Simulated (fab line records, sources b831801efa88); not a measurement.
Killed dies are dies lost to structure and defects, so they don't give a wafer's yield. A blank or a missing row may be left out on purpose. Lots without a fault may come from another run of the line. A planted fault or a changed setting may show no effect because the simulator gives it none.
Split-lot experiment | flow sky130 | 5 lots, 23 wafers read, on a route of 708 steps

THE SPLIT
At SKY_LI_CONTACT_COAT_06 (resist thk 60 nm), the setting resist_thk_nm was moved away from the recipe's 60 nm on 7 of the 23 wafers read, by -5.3% to +5.1%. The other wafers ran this setting at the recipe's value.

The file shows no step between the split and the reading.

THE READING
oes_product_au, in a.u., at SKY_LI_CONTACT_ETCH_14 (etches BARC in N2/H2, stops on SiO2, time 45.9 s, target depth 60 nm). Fault-free wafers of this fab line usually give 0.856 a.u., standard deviation 0.0049 a.u..

wafer  | tool, chamber at the split | resist_thk_nm as run, nm | against the recipe | oes_product_au, a.u. | against lot-mates on the recipe
L074.1 | litho_track-02, 0          | 60                       | recipe             | 0.870                | -
L074.2 | litho_track-02, 0          | 60                       | recipe             | 0.855                | -
L074.4 | litho_track-02, 0          | 56.9                     | -5.2%              | 0.829                | -0.033
L074.5 | litho_track-02, 0          | 56.9                     | -5.2%              | 0.834                | -0.028
L074.6 | litho_track-02, 0          | 60                       | recipe             | 0.862                | -
L077.1 | litho_track-04, 0          | 63.05                    | +5.1%              | 0.884                | +0.025
L077.2 | litho_track-04, 0          | 60                       | recipe             | 0.855                | -
L077.3 | litho_track-04, 0          | 60                       | recipe             | 0.864                | -
L077.4 | litho_track-04, 0          | 63.05                    | +5.1%              | 0.881                | +0.022
L077.6 | litho_track-04, 0          | 63.05                    | +5.1%              | 0.876                | +0.017
L083.4 | litho_track-03, 0          | 60                       | recipe             | 0.863                | -
L083.5 | litho_track-03, 0          | 60                       | recipe             | 0.856                | -
L083.6 | litho_track-03, 0          | 60                       | recipe             | 0.850                | -
L081.1 | litho_track-02, 0          | 56.8                     | -5.3%              | 0.834                | -0.024
L081.2 | litho_track-02, 0          | 60                       | recipe             | 0.852                | -
L081.4 | litho_track-02, 0          | 60                       | recipe             | 0.862                | -
L081.5 | litho_track-02, 0          | 56.8                     | -5.3%              | 0.838                | -0.020
L081.6 | litho_track-02, 0          | 60                       | recipe             | 0.859                | -
L085.1 | litho_track-03, 0          | 60                       | recipe             | 0.853                | -
L085.2 | litho_track-03, 0          | 60                       | recipe             | 0.858                | -
L085.3 | litho_track-03, 0          | 60                       | recipe             | 0.849                | -
L085.4 | litho_track-03, 0          | 60                       | recipe             | 0.858                | -
L085.6 | litho_track-03, 0          | 60                       | recipe             | 0.852                | -

THE FIT
A straight line over all 23 wafers: oes_product_au changes by +0.0045 a.u. for each +1% of resist_thk_nm; r = +0.93; the points scatter about the line by 0.0052 a.u..
The same after taking each lot's own level away (the mean of its wafers on the recipe; 23 wafers): +0.0046 a.u. for each +1%; r = +0.94; scatter 0.005 a.u..
On that fit, the largest move of resist_thk_nm shifts the reading by 0.025 a.u..
The lots' own levels span 0.8540 to 0.8623 a.u., that is 1.7 times the standard deviation above.
So the lot-to-lot level changes the slope little: the two slopes agree.
Check: with one of the wafers moved furthest among these (-5.3%) left out of the fit, the line predicts -0.0256 a.u. for it against its lot-mates. It came out at -0.0237 a.u. against them.

OTHER SPLITS ON THESE WAFERS
These wafers also went through other splits before the reading. Each is held against what the fit with the lots' levels taken away leaves over:
other split on the same wafers           | wafers away from the commonest value | r with oes_product_au (lot level and that fit taken away)
SKY_LDD_LDN_COAT_02 spin_rpm             | 5                                    | +0.04
SKY_LDD_LDN_IMPLANT_10 energy_kev        | 8                                    | +0.04
SKY_POLY_CUT_COAT_02 resist_thk_nm       | 8                                    | -0.03
SKY_POLY_CUT_EXPOSE_05 dose_mj           | 2                                    | +0.34
SKY_SD_P_COAT_02 spin_rpm                | 6                                    | +0.10
SKY_RES_XHIGH_IMPLANT_07 dose_cm2        | 6                                    | -0.38
SKY_SD_N_IMPLANT_09 energy_kev           | 6                                    | +0.31
SKY_LI_CONTACT_CMP_02 leave_above_ref_nm | 10                                   | -0.25

THE WHOLE CHAIN: every reading that the file lists as answering this split, in the file's order
step                   | what it does                                                         | reading                                                        | change (the file's fit)                   | r (the file's)
SKY_LI_CONTACT_ETCH_14 | etches BARC in N2/H2, stops on SiO2, time 45.9 s, target depth 60 nm | oes_product_au                                                 | +0.00464 a.u. for each +1% of the setting | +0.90
SKY_LI_CONTACT_ETCH_14 | etches BARC in N2/H2, stops on SiO2, time 45.9 s, target depth 60 nm | etch.depth_nm (the simulator's own value, which no gauge read) | +0.6 nm for each +1% of the setting       | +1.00

THE FILE'S OWN FIT
oes_product_au changes by +0.00464 a.u. for each +1% of resist_thk_nm, r = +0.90.
